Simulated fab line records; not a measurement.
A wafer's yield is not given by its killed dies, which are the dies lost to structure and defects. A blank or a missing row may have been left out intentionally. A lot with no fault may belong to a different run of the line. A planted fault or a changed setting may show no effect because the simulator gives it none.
Which tool is to blame? | flow gf180mcu | Sampling: 14 lots, 42 wafers, 5 of 602 route steps

## WHAT EACH GAUGE READ, for each wafer
GF_VT_IMPLANT_OVL_MEAS_40.
lot  | measured     | on         | VT_IMPLANT_03_OVL (nm)
L247 | day 7 14:07  | overlay-01 | -1.7 -2.8 -2.6
L249 | day 8 05:51  | overlay-02 | -2.7 1.0 0.0
L250 | day 8 11:22  | overlay-02 | 0.2 0.9 0.7
L254 | day 9 17:53  | overlay-02 | 0.2 -0.9 -1.3
L253 | day 9 18:01  | overlay-01 | 1.1 -0.8 -0.7
L255 | day 9 20:46  | overlay-01 | -0.9 0.5 -0.6
L259 | day 11 00:10 | overlay-02 | 1.6 0.6 0.3
L262 | day 11 23:29 | overlay-01 | -1.0 -1.3 0.0
L264 | day 12 11:39 | overlay-02 | 0.0 -1.4 -0.8
L265 | day 12 16:52 | overlay-02 | -1.7 -1.1 -0.6
L267 | day 13 07:49 | overlay-02 | -0.9 -1.5 -0.5
L268 | day 13 12:49 | overlay-01 | -0.7 -0.3 -0.8
L269 | day 13 18:01 | overlay-02 | -1.4 -0.7 1.1
L270 | day 14 02:42 | overlay-01 | -0.9 0.4 0.2

GF_POLY_GATE_THK_MEAS_01.
lot  | measured     | on            | POLY_GATE_CVD_00_THK (nm)
L247 | day 8 12:28  | film-metro-02 | 199.1 199.9 197.3
L249 | day 9 05:16  | film-metro-01 | 201.3 198.7 198.4
L250 | day 9 10:15  | film-metro-03 | 199.6 196.9 197.7
L254 | day 10 18:53 | film-metro-02 | 198.5 198.3 199.2
L253 | day 10 18:53 | film-metro-01 | 201.2 199.7 200.5
L255 | day 10 21:10 | film-metro-02 | 198.1 196.3 198.9
L259 | day 12 00:49 | film-metro-03 | 201.5 203.2 200.8
L262 | day 13 02:32 | film-metro-01 | 199.3 199.2 200.8
L264 | day 13 13:35 | film-metro-02 | 200.9 200.0 200.8
L265 | day 13 19:50 | film-metro-03 | 199.1 200.5 199.8
L267 | day 14 10:38 | film-metro-02 | 202.7 200.7 203.5
L268 | day 14 15:44 | film-metro-02 | 199.7 203.6 202.5
L269 | day 14 22:24 | film-metro-02 | 201.9 199.8 200.1
L270 | day 15 06:08 | film-metro-01 | 200.5 201.5 199.7

GF_HV_LDD_CD_MEAS_07: target cd 400 nm.
lot  | measured     | on        | cd-nm (nm)
L247 | day 10 00:02 | cd-sem-02 | 398.5 399.9 397.9
L249 | day 10 19:11 | cd-sem-01 | 402.0 403.2 406.3
L250 | day 11 03:19 | cd-sem-01 | 397.3 400.8 399.7
L254 | day 12 13:32 | cd-sem-02 | 401.2 401.6 299.1
L253 | day 12 13:14 | cd-sem-01 | 402.5 403.7 301.0
L255 | day 12 14:32 | cd-sem-01 | 398.5 298.4 398.9
L259 | day 13 19:28 | cd-sem-01 | 403.4 403.2 403.9
L262 | day 14 22:08 | cd-sem-01 | 404.6 402.6 405.2
L264 | day 15 09:57 | cd-sem-02 | 399.6 396.5 398.8
L265 | day 15 16:44 | cd-sem-01 | 398.9 398.3 398.6
L267 | day 16 08:56 | cd-sem-01 | 399.6 398.8 397.7
L268 | day 16 16:35 | cd-sem-01 | 402.8 401.6 400.3
L269 | day 16 23:50 | cd-sem-02 | 403.3 404.2 402.0
L270 | day 17 05:16 | cd-sem-02 | 402.7 403.3 402.5

GF_HV_LDD_OVL_MEAS_08.
lot  | measured     | on         | HV_LDD_OVL (nm)
L247 | day 10 00:08 | overlay-02 | 0.2 0.2 0.7
L249 | day 10 19:16 | overlay-01 | 0.7 -0.3 -0.2
L250 | day 11 03:25 | overlay-02 | -1.2 0.1 -0.9
L254 | day 12 13:40 | overlay-02 | -1.1 -2.4 -3.5
L253 | day 12 13:22 | overlay-02 | -1.2 -3.1 -3.2
L255 | day 12 14:37 | overlay-01 | -1.0 -1.1 -0.9
L259 | day 13 19:35 | overlay-01 | 3.1 1.8 4.8
L262 | day 14 22:14 | overlay-02 | -1.3 -0.8 -0.2
L264 | day 15 10:04 | overlay-02 | -0.5 -1.9 0.5
L265 | day 15 16:50 | overlay-01 | -0.1 -1.1 -0.3
L267 | day 16 09:02 | overlay-02 | 2.8 1.0 1.7
L268 | day 16 16:43 | overlay-01 | 0.9 0.2 -0.7
L269 | day 16 23:58 | overlay-02 | -1.8 -0.3 0.7
L270 | day 17 05:23 | overlay-02 | -1.2 -1.2 -1.7

## EACH LOT AND THE TOOL THAT RAN IT (in order: tool; ch and the chambers of the sampled wafers; start)
lot  | GF_HV_LDD_DEVELOP_06
L247 | litho-track-01 ch 0, day 9 23:54
L249 | litho-track-04 ch 0, day 10 19:02
L250 | litho-track-04 ch 0, day 11 03:10
L254 | litho-track-04 ch 0, day 12 13:23
L253 | litho-track-04 ch 0, day 12 13:05
L255 | litho-track-04 ch 0, day 12 14:23
L259 | litho-track-01 ch 0, day 13 19:19
L262 | litho-track-02 ch 0, day 14 21:59
L264 | litho-track-01 ch 0, day 15 09:48
L265 | litho-track-02 ch 0, day 15 16:35
L267 | litho-track-02 ch 0, day 16 08:47
L268 | litho-track-04 ch 0, day 16 16:26
L269 | litho-track-04 ch 0, day 16 23:41
L270 | litho-track-02 ch 0, day 17 05:07
- GF_HV_LDD_DEVELOP_06: develop time 60 s.

## AS READ BY THE TOOLS THEMSELVES (means over the sampled wafers that have a number; for cases with no such wafer, the mark the record gives instead)
GF_HV_LDD_DEVELOP_06.
lot  | tool           | developer-temp-C (C) | exhaust-pa (Pa)
L247 | litho-track-01 | 23.02                | 44.9
L249 | litho-track-04 | 22.86                | 44.9
L250 | litho-track-04 | 22.96                | 45.9
L254 | litho-track-04 | 23.20                | 44.9
L253 | litho-track-04 | 22.97                | 44.3
L255 | litho-track-04 | 22.87                | 45.3
L259 | litho-track-01 | 22.94                | 46.6
L262 | litho-track-02 | 23.16                | 45.1
L264 | litho-track-01 | 22.90                | 44.7
L265 | litho-track-02 | 22.95                | 43.9
L267 | litho-track-02 | 23.11                | 44.3
L268 | litho-track-04 | 22.91                | 43.9
L269 | litho-track-04 | 22.98                | 45.6
L270 | litho-track-02 | 23.01                | 45.2

## THE ANSWER, worked out from the rows above alone
Rule: the lots themselves supply what counts as usual. Put in order of their means at a reading, lots are off if they are a third of the lots or fewer, leave a main group of 4 or more, and stand apart from it by a gap of 3 or more times the standard deviation of the main group's means; of several such gaps the widest counts. If all means in a main group match to the digits the tables above print for the reading, that group is not used. A lot without any number at a reading at which 4 lots or more have one is off too. The other lots that the step has rows for count as sound. After the gauges, taken in route order, come the tools' own readings; for these a lot's mean is taken, as printed above. At the first step where some lot is off, the reading lying furthest off is the one used; lots without a number count as furthest.
Off: L254, L253, L255 (GF_HV_LDD_CD_MEAS_07, cd-nm). Mean 401.2 nm and standard deviation 2.3 in the main group.
If a tool, at a process step before that reading, ran all the lots that are off and no sound lot after the first of them, it fits. Gauges at GF_HV_LDD_CD_MEAS_07: tried the same way as those tools. None of those tried fits.

## WHAT THE SIMULATOR PUT IN
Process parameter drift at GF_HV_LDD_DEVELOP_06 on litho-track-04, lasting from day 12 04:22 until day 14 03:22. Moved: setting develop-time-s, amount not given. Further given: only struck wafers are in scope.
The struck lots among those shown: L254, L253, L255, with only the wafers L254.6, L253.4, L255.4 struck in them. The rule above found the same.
